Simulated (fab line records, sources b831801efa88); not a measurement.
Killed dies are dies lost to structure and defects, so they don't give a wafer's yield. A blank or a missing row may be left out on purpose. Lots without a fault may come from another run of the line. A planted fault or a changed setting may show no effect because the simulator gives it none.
Problem report in the 8D (eight disciplines) form, filled by code | flow gf180mcu | the parts of the form that need people (team, actions taken, sign-off) are left out

1. THE PROBLEM
chamber_pressure_pa at GF_M1_SPUTTER_00 reads a mean of 2.280 Pa on 2 wafers of 2 lots; wafers without a fault read 2.000 Pa with a standard deviation of 0.0039. That is +72 standard deviations from the usual mean.
The step: material Ti, target thk 37.5 nm, time 150 s.
First seen on wafer L754.4, day 19 00:14, on pvd_sputter-03. The record holds 39 wafers of 13 lots with a number at this step. Rule for "out", or "out of limits": more than 4 standard deviations from the usual mean. The other wafers with a number count as sound.

2. WHAT IT IS AND WHAT IT IS NOT
question                    | is                  | is not
which readings at this step | chamber_pressure_pa | throttle_valve_pct
which lots                  | L754, L756          | L747, L749, L750, L751, L762, L763, L765, L766, L768, L769, L770
which wafers of those lots  | L754.4, L756.1      | L754.1, L754.5, L756.5, L756.6
read on which tools         | pvd_sputter-03      | pvd_sputter-02, pvd_sputter-04
when                        | from day 19 00:14   | up to then (14 sound wafers); but 23 sound wafers of L756, L762, L763, L765, L766, L768, L769, L770 came after

3. SUSPECTS, AND WHAT RULES EACH OUT
Counting: a tool at a process step up to the reading stays a suspect if it ran every lot that is out. Sound lots after the first of them don't rule it out here, since some wafers of a struck lot are sound.
- pecvd-01 at GF_CONTACT_CVD_02 (deposits SiO2 from TEOS, target thk 860 nm, time 95.992 s): kept. It ran every lot that is out, first L754 (day 17 22:32); its last sound lot up to then is L749 (day 15 21:57).
- pvd_sputter-03 at GF_M1_SPUTTER_00 (material Ti, target thk 37.5 nm, time 150 s): kept. It ran every lot that is out, first L754 (day 19 00:14); its last sound lot up to then is L751 (day 17 17:52). Its own readings are out on those wafers: chamber_pressure_pa.
Left after counting: pecvd-01 at GF_CONTACT_CVD_02, pvd_sputter-03 at GF_M1_SPUTTER_00.

4. THE CAUSE (what the simulator had put in)
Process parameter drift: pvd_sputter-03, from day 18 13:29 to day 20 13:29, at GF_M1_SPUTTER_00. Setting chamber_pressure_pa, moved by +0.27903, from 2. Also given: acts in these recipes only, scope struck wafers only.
Counting left 2 suspects, and this tool is among them.

5. THE CHAIN OF EFFECTS, in route order
Each row: a reading whose mean over the struck wafers that have a number lies more than 3 standard deviations from the usual. Only readings for which the record gives a usual standard deviation are gone through. hours: the time from each lot's start at the first step in this table that gives one to its start at this step, as a median over the lots. sigmas: the change in usual standard deviations.
hours | step             | reading             | usual    | on struck wafers | change | sigmas
0     | GF_M1_SPUTTER_00 | chamber_pressure_pa | 2.000 Pa | 2.280            | +0.280 | +72
The process steps in it:
- GF_M1_SPUTTER_00: material Ti, target thk 37.5 nm, time 150 s.

6. WHAT WOULD HAVE CAUGHT IT SOONER
In this record the first reading out of limits was taken at day 19 00:14, 11 hours after the fault began at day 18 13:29.
